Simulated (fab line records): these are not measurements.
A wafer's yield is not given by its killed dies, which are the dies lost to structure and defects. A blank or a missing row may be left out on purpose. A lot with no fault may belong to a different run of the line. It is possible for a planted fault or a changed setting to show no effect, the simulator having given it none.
A struck lot beside a sound one / flow sky130 / 15 out of 708 route steps
Sound: these wafers, L675.2, L675.3, L675.5. The struck wafers were L691.1, L691.5, L691.6. The cause is given at the end.
Each step with rows lists, per side, the tool, then ch with its chambers, then its first start. Under that, the readings that differ: sound wafers / struck wafers / difference of the means / sigmas: that difference in standard deviations of wafers without a fault.
alike: a reading whose means differ by less than 2 such deviations, as well as words and numbers matching on both sides. not compared: withheld readings; readings where some wafer has no value; bounds like >300 that might hide an equal value; numbers whose values overlap and for which the record gives no deviation.
A row with sigmas, a row that says differs or no value, or rows on one side alone: a step with any of these is where the two part. When numbers do not overlap yet have no deviation, they are printed without sigmas and do not part them. Lack of a reading on every wafer of one side parts them only where that side has two or more wafers.

first, 2 steps without rows for these wafers: SKY_VT_ADJUST_LVTN_PEB_16; SKY_VT_ADJUST_LVTN_DEVELOP_17 (develop time 60 s).
SKY_VT_ADJUST_LVTN_OVL_MEAS_18:
  sound: overlay-02 at day 9 17:41; struck: overlay-01 at day 14 12:01
  alike: VT_ADJUST_LVTN_01_OVL
following that, these wafers have no rows for 1 step: SKY_VT_ADJUST_LVTN_IMPLANT_19.
SKY_VT_ADJUST_LVTN_STRIP_20: strips in O2/N2.
  sound on plasmaAsher-04 ch 1, day 9 17:52; struck on plasmaAsher-01 ch 0,1, day 14 12:13
  alike: drypumpMotorCurrentA, oesProductAu, stripTimeToEndpointS
  not compared: rfHoursCounterH
SKY_VT_ADJUST_LVTN_TW_MEAS_21:
  sound: filmMetro-01 at day 9 17:58; struck: filmMetro-01 at day 14 12:19
  alike: VT_ADJUST_LVTN_2_TW
then, 6 steps without rows for these wafers: SKY_VT_ADJUST_NCORE_DEHYDRATE_00 (time 60 s); SKY_VT_ADJUST_NCORE_HMDS_01 (prime time 60 s); SKY_VT_ADJUST_NCORE_COAT_02 (resist thk 1140 nm); SKY_VT_ADJUST_NCORE_SOFTBAKE_03 (time 60 s); SKY_VT_ADJUST_NCORE_EXPOSE_04 (exposes mask LVTN COMPLEMENT THIN, target cd 380 nm); SKY_VT_ADJUST_NCORE_PEB_05.
SKY_VT_ADJUST_NCORE_DEVELOP_06: develop time 60 s.
  sound on lithoTrack-02 ch 0, day 10 16:47; struck on lithoTrack-02 ch 0, day 15 15:28
reading=developerTempC (C); sound=22.94 22.96 22.96; struck=23.79 23.74 23.83; difference=+0.83; sigmas=+9
SKY_VT_ADJUST_NCORE_CD_MEAS_07: target cd 380 nm.
  sound: cdSem-02 at day 10 16:56; struck: cdSem-01 at day 15 15:37
  alike: cdNm
-- here the record skips 35 days between the struck wafers' starts before and after, leaving off in module VT_ADJUST_NCORE and picking up in module PAD_OPEN (first step shown: number 708 of the route) --
SKY_PAD_OPEN_PROBE_99:
  sound: prober-01 at day 47 18:20; struck: prober-02 at day 51 02:59
  alike: killed_at_M0_to_M3, killed_at_M4_up, killedAtContacts, killedAtFrontEnd, killedAtOther, killedDies, killedOpen, killedShort

WHERE THEY PART
Only at SKY_VT_ADJUST_NCORE_DEVELOP_06, within this record. Later steps at which nothing parts them and some readings are alike: SKY_VT_ADJUST_NCORE_CD_MEAS_07, SKY_PAD_OPEN_PROBE_99.

WHY: the cause the simulator had injected
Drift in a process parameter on lithoTrack-02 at SKY_VT_ADJUST_NCORE_DEVELOP_06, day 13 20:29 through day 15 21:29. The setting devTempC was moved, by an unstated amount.
